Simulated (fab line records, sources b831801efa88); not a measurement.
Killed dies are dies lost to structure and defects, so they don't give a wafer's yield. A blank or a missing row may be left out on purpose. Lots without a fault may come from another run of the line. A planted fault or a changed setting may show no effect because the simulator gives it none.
Which tool did it? | flow gf180mcu | 14 lots, 42 wafers sampled, at 3 steps of a route of 602

WHAT THE GAUGES READ, wafer by wafer
GF_V1_CD_MEAS_14: target cd 260 nm. Usual: cd_nm 259.9 nm, standard deviation 1.3.
lot  | measured     | on        | cd_nm (nm)        | flag
L466 | day 18 22:49 | cd_sem-01 | 261.3 258.6 259.9 |
L467 | day 19 07:12 | cd_sem-02 | 258.4 258.2 258.7 |
L468 | day 19 15:24 | cd_sem-01 | 259.6 260.1 259.8 |
L469 | day 20 08:57 | cd_sem-01 | 262.0 260.3 261.6 |
L470 | day 20 11:49 | cd_sem-01 | 261.5 262.5 262.1 |
L475 | day 22 05:14 | cd_sem-01 | 260.4 260.3 260.4 |
L478 | day 23 09:25 | cd_sem-02 | 256.9 258.8 257.3 |
L479 | day 23 17:18 | cd_sem-01 | 259.1 259.8 259.9 |
L480 | day 23 21:27 | cd_sem-02 | 260.3 259.0 258.9 |
L481 | day 24 07:42 | cd_sem-02 | 259.1 260.1 259.0 |
L482 | day 24 22:55 | cd_sem-02 | 261.6 261.4 262.6 |
L483 | day 25 05:28 | cd_sem-01 | 260.1 259.2 258.3 |
L485 | day 25 14:51 | cd_sem-02 | 261.0 262.0 261.9 |
L487 | day 26 06:04 | cd_sem-01 | 260.2 259.8 260.4 |

GF_V1_OVL_MEAS_15. Usual: V1_OVL -1 nm, standard deviation 5.8.
lot  | measured     | on         | V1_OVL (nm) | flag
L466 | day 18 22:55 | overlay-01 | -3 1 -6     |
L467 | day 19 07:16 | overlay-01 | -10 -6 -4   |
L468 | day 19 15:31 | overlay-01 | -5 1 1      |
L469 | day 20 09:04 | overlay-01 | 1 -3 -5     |
L470 | day 20 11:55 | overlay-02 | -11 -3 -4   |
L475 | day 22 05:22 | overlay-02 | 0 -3 0      |
L478 | day 23 09:31 | overlay-01 | -3 7 0      |
L479 | day 23 17:25 | overlay-02 | 11 9 9      |
L480 | day 23 21:33 | overlay-02 | 0 4 8       |
L481 | day 24 07:49 | overlay-01 | 2 8 8       |
L482 | day 24 23:02 | overlay-01 | -4 -2 6     |
L483 | day 25 05:35 | overlay-02 | -5 -3 0     |
L485 | day 25 14:58 | overlay-02 | 6 2 -1      |
L487 | day 26 06:11 | overlay-01 | -8 -7 -8    |

WHICH TOOL RAN EACH LOT (tool, then ch and the chambers of the sampled wafers, then the start)
lot  | GF_SALICIDE_RTA_08
L466 | rtp_anneal-02 ch 0, day 15 22:17
L467 | rtp_anneal-02 ch 0, day 16 04:53
L468 | rtp_anneal-01 ch 0, day 16 14:13
L469 | rtp_anneal-02 ch 0, day 16 20:25
L470 | rtp_anneal-02 ch 0, day 17 09:02
L475 | rtp_anneal-01 ch 0, day 19 02:34
L478 | rtp_anneal-01 ch 0, day 20 07:34
L479 | rtp_anneal-02 ch 0, day 20 16:45
L480 | rtp_anneal-02 ch 0, day 20 19:51
L481 | rtp_anneal-02 ch 0, day 21 06:53
L482 | rtp_anneal-01 ch 0, day 22 00:37
L483 | rtp_anneal-02 ch 0, day 22 06:28
L485 | rtp_anneal-02 ch 0, day 22 16:40
L487 | rtp_anneal-02 ch 0, day 23 10:46
- GF_SALICIDE_RTA_08: time 30 s.

WHAT THE TOOLS THEMSELVES READ (means of the sampled wafers that have a number; where no wafer has one, the mark that the record gives instead)
GF_SALICIDE_RTA_08. Usual: chamber_o2_ppm 1.997, standard deviation 0.022; lamp_power_pct 15.7 %, standard deviation 0.62; wafer_temp_C_max 803.7, standard deviation 0.75.
lot  | tool          | chamber_o2_ppm | lamp_power_pct (%) | wafer_temp_C_max | flag
L466 | rtp_anneal-02 | 1.989          | 16.3               | 803.7            |
L467 | rtp_anneal-02 | 2.007          | 16.3               | 803.9            |
L468 | rtp_anneal-01 | 2.019          | 15.1               | 803.8            |
L469 | rtp_anneal-02 | 1502.000       | 16.3               | 803.8            | OFF
L470 | rtp_anneal-02 | 1502.000       | 16.3               | 803.6            | OFF
L475 | rtp_anneal-01 | 1.984          | 15.1               | 803.9            |
L478 | rtp_anneal-01 | 1.997          | 15.1               | 804.2            |
L479 | rtp_anneal-02 | 1.973          | 16.3               | 804.3            |
L480 | rtp_anneal-02 | 1.989          | 16.3               | 802.9            |
L481 | rtp_anneal-02 | 1.989          | 16.3               | 803.3            |
L482 | rtp_anneal-01 | 1.986          | 15.1               | 803.9            |
L483 | rtp_anneal-02 | 2.033          | 16.3               | 804.3            |
L485 | rtp_anneal-02 | 1.992          | 16.3               | 803.9            |
L487 | rtp_anneal-02 | 1.969          | 16.3               | 803.8            |

THE ANSWER, worked out from the rows above alone
Rule: a lot is off if the mean of its wafers that have a number lies more than 3 standard deviations from the usual mean. A lot without any number at a reading at which 4 lots or more have one is off too. The other lots that the step has rows for count as sound. The gauges are gone through in route order, then the tools' own readings, and for those a lot's mean is taken as printed above. The first step at which some lot is off is used, and at that step the reading that is off furthest; a lot without a number counts as furthest.
Off: L469, L470, at GF_SALICIDE_RTA_08 (chamber_o2_ppm).
A tool fits if, at that step or a process step before it, it ran every lot that is off, and no sound lot after the first of them. None of those tried fits.

WHAT THE SIMULATOR HAD PUT IN
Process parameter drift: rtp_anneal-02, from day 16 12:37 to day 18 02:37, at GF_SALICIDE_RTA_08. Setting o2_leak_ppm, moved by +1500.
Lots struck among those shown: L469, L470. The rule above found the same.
